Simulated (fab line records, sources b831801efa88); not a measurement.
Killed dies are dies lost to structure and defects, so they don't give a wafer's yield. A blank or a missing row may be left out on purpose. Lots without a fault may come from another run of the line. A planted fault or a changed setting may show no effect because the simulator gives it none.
Which tool did it? | flow gf180mcu | 13 lots, 39 wafers sampled, at 4 steps of a route of 602

WHAT THE GAUGES READ, wafer by wafer
GF_V5_OVL_MEAS_15. Usual: V5_OVL 4 nm, standard deviation 4.9.
lot  | measured     | on         | V5_OVL (nm) | flag
L338 | day 27 02:44 | overlay-02 | 5 8 11      |
L339 | day 27 05:04 | overlay-02 | -2 0 1      |
L340 | day 27 13:25 | overlay-01 | 5 2 -1      |
L341 | day 28 12:08 | overlay-01 | 7 11 4      |
L342 | day 28 14:01 | overlay-01 | 5 10 10     |
L344 | day 29 05:02 | overlay-01 | 4 9 2       |
L343 | day 29 08:41 | overlay-01 | 2 3 -8      |
L347 | day 29 22:26 | overlay-01 | -2 -5 2     |
L348 | day 30 08:28 | overlay-01 | 5 7 1       |
L350 | day 30 16:10 | overlay-02 | 11 4 3      |
L351 | day 31 04:49 | overlay-02 | 3 9 5       |
L359 | day 32 21:17 | overlay-02 | 5 4 8       |
L361 | day 33 12:17 | overlay-02 | -3 5 -2     |

GF_TOP_METAL_RS_MEAS_05: measures by four-point-probe. Usual: TOP_METAL_ALCU_RS 0.0328 ohm/sq, standard deviation 0.00033.
lot  | measured     | on            | TOP_METAL_ALCU_RS (ohm/sq) | flag
L338 | day 27 04:25 | film_metro-01 | 0.0328 0.0326 0.0330       |
L339 | day 27 06:41 | film_metro-02 | 0.0330 0.0330 0.0324       |
L340 | day 27 15:02 | film_metro-02 | 0.0323 0.0326 0.0320       |
L341 | day 28 13:48 | film_metro-02 | 0.0332 0.0328 0.0331       |
L342 | day 28 15:44 | film_metro-01 | 0.0330 0.0329 0.0328       |
L344 | day 29 06:42 | film_metro-02 | 0.0326 0.0327 0.0323       |
L343 | day 29 10:22 | film_metro-03 | 0.0325 0.0329 0.0330       |
L347 | day 30 00:04 | film_metro-01 | 0.0324 0.0332 0.0326       |
L348 | day 30 10:13 | film_metro-02 | 0.0331 0.0328 0.0334       |
L350 | day 30 17:50 | film_metro-03 | 0.0328 0.0327 0.0325       |
L351 | day 31 06:26 | film_metro-01 | 0.0322 0.0322 0.0323       |
L359 | day 32 22:59 | film_metro-03 | 0.0334 0.0330 0.0329       |
L361 | day 33 14:02 | film_metro-02 | 0.0329 0.0329 0.0329       |

WHICH TOOL RAN EACH LOT (tool, then ch and the chambers of the sampled wafers, then the start)
lot  | GF_V5_CMP_26                  | GF_TOP_METAL_SPUTTER_01
L338 | cmp-01 ch 0,1,2, day 27 03:56 | pvd_sputter-03, day 27 04:17
L339 | cmp-01 ch 0,2,3, day 27 06:19 | pvd_sputter-01, day 27 06:34
L340 | cmp-01 ch 0,1,3, day 27 14:37 | pvd_sputter-01, day 27 14:55
L341 | cmp-01 ch 0,3, day 28 13:17   | pvd_sputter-01, day 28 13:41
L342 | cmp-02 ch 0,2,3, day 28 15:13 | pvd_sputter-01, day 28 15:37
L344 | cmp-01 ch 0,2,3, day 29 06:17 | pvd_sputter-01, day 29 06:35
L343 | cmp-01 ch 2,3, day 29 09:48   | pvd_sputter-01, day 29 10:14
L347 | cmp-01 ch 0,1,2, day 29 23:38 | pvd_sputter-01, day 29 23:56
L348 | cmp-01 ch 0,2, day 30 09:44   | pvd_sputter-04, day 30 10:05
L350 | cmp-02 ch 1,2, day 30 17:20   | pvd_sputter-03, day 30 17:41
L351 | cmp-01 ch 0,1, day 31 05:55   | pvd_sputter-01, day 31 06:19
L359 | cmp-02 ch 1,2, day 32 22:31   | pvd_sputter-04, day 32 22:52
L361 | cmp-01 ch 1,2,3, day 33 13:37 | pvd_sputter-03, day 33 13:55
- GF_V5_CMP_26: polishes, stops on SiO2, t overpolish 15 s, target thk 0 nm.
- GF_TOP_METAL_SPUTTER_01: material TiN, target thk 30 nm, time 25 s.

WHAT THE TOOLS THEMSELVES READ (means of the sampled wafers that have a number; where no wafer has one, the mark that the record gives instead)
GF_V5_CMP_26. Usual: motor_current_A 10.5 A, standard deviation 0.88; overpolish_run_s 15.001 s, standard deviation 0.0088; retaining_ring_pressure_frac 1.000, standard deviation 0.0056; slurry_filter_dp_kPa 13.50 kPa, standard deviation 0.13; time_to_endpoint_s 88 s, standard deviation 6.
lot  | tool   | motor_current_A (A) | overpolish_run_s (s) | retaining_ring_pressure_frac | slurry_filter_dp_kPa (kPa) | time_to_endpoint_s (s) | flag
L338 | cmp-01 | 10.5                | 15.000               | 0.995                        | 13.40                      | 92                     |
L339 | cmp-01 | 9.7                 | 14.996               | 1.001                        | 13.34                      | 95                     |
L340 | cmp-01 | 10.7                | 15.000               | 1.003                        | 13.55                      | 89                     |
L341 | cmp-01 | 10.6                | 15.001               | 0.993                        | 13.44                      | 91                     |
L342 | cmp-02 | 10.8                | 15.002               | 0.995                        | 13.57                      | 84                     |
L344 | cmp-01 | 9.8                 | 15.004               | 1.001                        | 13.33                      | 92                     |
L343 | cmp-01 | 10.1                | 14.997               | 1.008                        | 13.57                      | 87                     |
L347 | cmp-01 | 10.1                | 15.007               | 0.997                        | 13.43                      | 91                     |
L348 | cmp-01 | 9.6                 | 14.998               | 0.996                        | 13.59                      | 50                     | OFF
L350 | cmp-02 | 11.1                | 15.008               | 0.996                        | 13.44                      | 83                     |
L351 | cmp-01 | 11.2                | 15.000               | 1.002                        | 13.60                      | 52                     | OFF
L359 | cmp-02 | 10.3                | 15.003               | 0.993                        | 13.48                      | 80                     |
L361 | cmp-01 | 10.4                | 14.996               | 0.997                        | 13.45                      | 84                     |

GF_TOP_METAL_SPUTTER_01. Usual: chamber_pressure_pa 0.4000 Pa, standard deviation 0.00074; throttle_valve_pct 29.5 %, standard deviation 1.1.
lot  | tool           | chamber_pressure_pa (Pa) | throttle_valve_pct (%) | flag
L338 | pvd_sputter-03 | 0.4000                   | 29.6                   |
L339 | pvd_sputter-01 | 0.4001                   | 28.5                   |
L340 | pvd_sputter-01 | 0.4000                   | 29.6                   |
L341 | pvd_sputter-01 | 0.3997                   | 28.9                   |
L342 | pvd_sputter-01 | 0.4001                   | 28.9                   |
L344 | pvd_sputter-01 | 0.3987                   | 28.5                   |
L343 | pvd_sputter-01 | 0.4006                   | 28.9                   |
L347 | pvd_sputter-01 | 0.3998                   | 29.1                   |
L348 | pvd_sputter-04 | 0.4007                   | 30.2                   |
L350 | pvd_sputter-03 | 0.4000                   | 29.2                   |
L351 | pvd_sputter-01 | 0.4001                   | 29.6                   |
L359 | pvd_sputter-04 | 0.4001                   | 29.4                   |
L361 | pvd_sputter-03 | 0.3995                   | 30.2                   |

THE ANSWER, worked out from the rows above alone
Rule: a lot is off if the mean of its wafers that have a number lies more than 3 standard deviations from the usual mean. A lot without any number at a reading at which 4 lots or more have one is off too. The other lots that the step has rows for count as sound. The gauges are gone through in route order, then the tools' own readings, and for those a lot's mean is taken as printed above. The first step at which some lot is off is used, and at that step the reading that is off furthest; a lot without a number counts as furthest.
Off: L348, L351, at GF_V5_CMP_26 (time_to_endpoint_s).
A tool fits if, at that step or a process step before it, it ran every lot that is off, and no sound lot after the first of them. None of those tried fits.

WHAT THE SIMULATOR HAD PUT IN
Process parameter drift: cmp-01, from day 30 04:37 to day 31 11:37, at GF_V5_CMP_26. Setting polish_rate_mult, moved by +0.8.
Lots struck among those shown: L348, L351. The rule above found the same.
